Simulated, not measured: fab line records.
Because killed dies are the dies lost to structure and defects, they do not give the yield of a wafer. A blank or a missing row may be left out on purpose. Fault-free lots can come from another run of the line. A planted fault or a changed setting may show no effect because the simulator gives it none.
A single fault, viewed from 2 desks ; flow gf180mcu ; each desk has only its own numbers; what lay behind them comes last

## FROM THE METROLOGY DESK
Means of the sampled wafers that have a number, per lot and without regard to the tool the lot ran on: this is what the gauges read. Marked OUT: a lot whose mean sits more than 4 standard deviations from the usual mean, which makes it out of limits; the brackets give that distance.
Columns: A = STI_OXIDATION_02_THK at GF_STI_THK_MEAS_30, usual 9.90 nm; B = V2_CVD_02_THK at GF_V2_THK_MEAS_03, usual 851 nm
lot;first seen here;A;B
L788;day 2 07:16;9.90;855
L789;day 2 12:17;9.95;856
L792;day 3 05:18;9.99;848
L793;day 3 09:38;10.17;859
L794;day 3 13:19;10.12;836
L795;day 3 17:14;9.97;847
L796;day 3 23:16;9.90;842
L797;day 4 04:08;9.81;849
L798;day 4 10:17;9.87;848
L807;day 6 08:17;9.63;849
L808;day 6 13:07;9.70;852
L810;day 6 23:04;10.01;872
L811;day 7 04:05;9.69;856
This desk found nothing out of limits on any of the 13 lots.

## TOOL OWNER'S DESK, lithoTrack-01
The tool's own readings at GF_MVPSD_COAT_02 (resist thk 3000 nm): means of the sampled wafers that have a number, for each lot that ran on this tool. Marked OUT: a lot whose mean sits more than 4 standard deviations from the usual mean, which makes it out of limits; the brackets give that distance.
Columns: A = exhaustPa at GF_MVPSD_COAT_02, usual 45.1 Pa
lot;first seen here;A
L792;day 5 18:04;45.9
L793;day 6 00:34;44.8
L795;day 6 08:37;44.6
L796;day 6 14:53;45.5
L808;day 9 16:07;45.4
This desk found nothing out of limits on any of the 5 lots.

## BROUGHT TOGETHER
The metrology desk saw nothing out of limits.
The tool owner's desk saw nothing out of limits.

## WHAT THE SIMULATOR PUT IN
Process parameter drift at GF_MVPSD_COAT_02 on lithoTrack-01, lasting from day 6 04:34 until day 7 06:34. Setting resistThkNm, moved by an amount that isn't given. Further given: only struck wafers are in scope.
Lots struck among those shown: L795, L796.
